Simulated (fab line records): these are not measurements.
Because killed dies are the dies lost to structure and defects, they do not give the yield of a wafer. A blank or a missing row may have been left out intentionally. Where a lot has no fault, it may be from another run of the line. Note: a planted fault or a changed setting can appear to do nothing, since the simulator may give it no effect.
A lot that was struck, set against a sound lot    flow gf180mcu    30 out of 602 route steps
Sound: these wafers, L898.1, L898.4, L898.5. Struck: wafer L908.1. (L908.2, L908.6 of the same lot were not struck and are left out.) The cause comes at the end.
Per side, at each step with rows, come the tool, then ch with its chambers, and then its first start. Under that, the readings that differ: sound wafers    struck wafers    difference of the means    sigmas: that difference in standard deviations of wafers without a fault.
alike: same words and numbers on both sides, and readings whose means sit less than 2 such deviations apart. not compared: any withheld reading, any reading some wafer has no value for, any bound like >300 that may hide the same value, and any number with overlapping values for which the record gives no deviation.
Wherever a step has rows on one side only, a row that says differs or no value, or a row with sigmas, the two part there. Numbers that don't overlap but have no deviation are shown without sigmas and don't part them. Lack of a reading on every wafer of one side parts them only where that side has two or more wafers.

first, 3 steps without rows for these wafers: GF_PSD_EXPOSE_04 (exposes mask Pplus, target cd 400 nm); GF_PSD_PEB_05; GF_PSD_DEVELOP_06 (develop time 60 s).
GF_PSD_CD_MEAS_07 targets a cd of 400 nm.
  struck on cd sem-02, day 19 07:07; sound on cd sem-02, day 15 23:37
  alike: cd nm
GF_PSD_OVL_MEAS_08:
  struck on overlay-01, day 19 07:14; sound on overlay-01, day 15 23:44
  alike: PSD_OVL
then, 1 step without rows for these wafers: GF_PSD_IMPLANT_09.
GF_PSD_STRIP_10: strips in O2/N2.
  sound on plasma asher-03 ch 0,1, day 15 23:55; struck on plasma asher-03 ch 1, day 19 07:25
  alike: drypump motor current A, heater power w, n2 flow sccm, oes product au, strip time to endpoint s
  not compared: rf hours counter h
GF_PSD_TW_MEAS_11:
  struck on film metro-01, day 19 07:31; sound on film metro-03, day 16 00:01
  alike: PSD_TW
then, 1 step without rows for these wafers: GF_PSD_CLEAN_12 (cleans in SC1/SC2, time 150 s).
GF_PSD_RTA_13: time 20 s.
  sound on rtp anneal-01 ch 0, day 16 00:11; struck on rtp anneal-01 ch 0, day 19 07:41
reading           sound                 struck  difference  sigmas
wafer_temp_C_max  1033.2 1032.4 1031.0  1029.2  -3.0        -2
  alike: anneal temp c max, lamp power pct
GF_PSD_RS_MEAS_14: measurement is done with a four-point probe.
  struck on film metro-04, day 19 07:46; sound on film metro-04, day 16 00:16
  alike: NSD_RS
GF_PSD_RS_MEAS_15: measurement is done with a four-point probe.
  struck on film metro-04, day 19 07:53; sound on film metro-04, day 16 00:23
  alike: PSD_RS
GF_SAB_CVD_00: deposits SiO2 from TEOS, target thk 50 nm, time 4.9302 s.
  sound on pecvd-02 ch 0,1,2, day 16 00:30; struck on pecvd-04 ch 0, day 19 08:00
reading                               sound                 struck  difference  sigmas
susceptor temp C (C)                  399.89 399.91 399.77  400.49  +0.63       +3
model.SiO2_of_SAB_CVD_00.thk nm (nm)  48.89 50.94 50.42     26.04   -24.04      
  alike: heater power w
GF_SAB_THK_MEAS_01:
  struck on film metro-01, day 19 08:01; sound on film metro-01, day 16 00:31
reading              sound           struck  difference  sigmas
SAB_CVD_00_THK (nm)  49.0 50.9 50.4  26.1    -24.0       -32
then, 7 steps without rows for these wafers: GF_SAB_DEHYDRATE_02 (time 60 s); GF_SAB_HMDS_03 (prime time 60 s); GF_SAB_COAT_04 (resist thk 1000 nm); GF_SAB_SOFTBAKE_05 (time 60 s); GF_SAB_EXPOSE_06 (exposes mask SAB, target cd 420 nm); GF_SAB_PEB_07; GF_SAB_DEVELOP_08 (develop time 60 s).
GF_SAB_CD_MEAS_09 targets a cd of 420 nm.
  struck on cd sem-02, day 20 08:31; sound on cd sem-01, day 16 23:19
  alike: cd nm
GF_SAB_OVL_MEAS_10:
  struck on overlay-02, day 20 08:38; sound on overlay-02, day 16 23:26
  alike: SAB_OVL
GF_SAB_ETCH_11: etches SiO2 in C4F8/O2/Ar, target depth 55 nm, time 8.5 s.
  sound on rie diel-03 ch 1,2, day 16 23:28; struck on rie diel-03 ch 3, day 20 08:40
  alike: oes product au
then, 1 step without rows for these wafers: GF_SAB_WET_ETCH_12 (etches SiO2 in dHF, target depth 22 nm, time 440 s).
GF_SAB_STRIP_13: strips in O2/N2.
  sound on plasma asher-04 ch 0,1, day 16 23:37; struck on plasma asher-01 ch 0, day 20 08:57
  alike: drypump motor current A, heater power w, n2 flow sccm, oes product au, strip time to endpoint s
  not compared: rf hours counter h
then, 1 step without rows for these wafers: GF_SALICIDE_CLEAN_00 (cleans in SC1/SC2, time 150 s).
GF_SALICIDE_WET_ETCH_01: etches SiO2 in dHF, target depth 5 nm, time 100 s.
  sound on wet bench-04 ch 0, day 16 23:46; struck on wet bench-04 ch 1, day 20 09:06
reading                               sound              struck  difference  sigmas
model.SiO2_of_SAB_CVD_00.thk nm (nm)  38.17 40.23 39.69  15.21   -24.15      
GF_SALICIDE_SPUTTER_02: material Co, target thk 10 nm, time 20 s.
  struck on pvd sputter-02, day 20 09:10; sound on pvd sputter-01, day 16 23:48
reading                 sound           struck  difference  sigmas
throttle valve pct (%)  29.1 31.2 29.5  32.3    +2.4        +3
then, 1 step without rows for these wafers: GF_PASSIVATION_PROBE_99.

WHERE THEY PART
At GF_PSD_RTA_13 first; at GF_SALICIDE_SPUTTER_02 last (within this record only).

WHY: the cause the simulator had injected
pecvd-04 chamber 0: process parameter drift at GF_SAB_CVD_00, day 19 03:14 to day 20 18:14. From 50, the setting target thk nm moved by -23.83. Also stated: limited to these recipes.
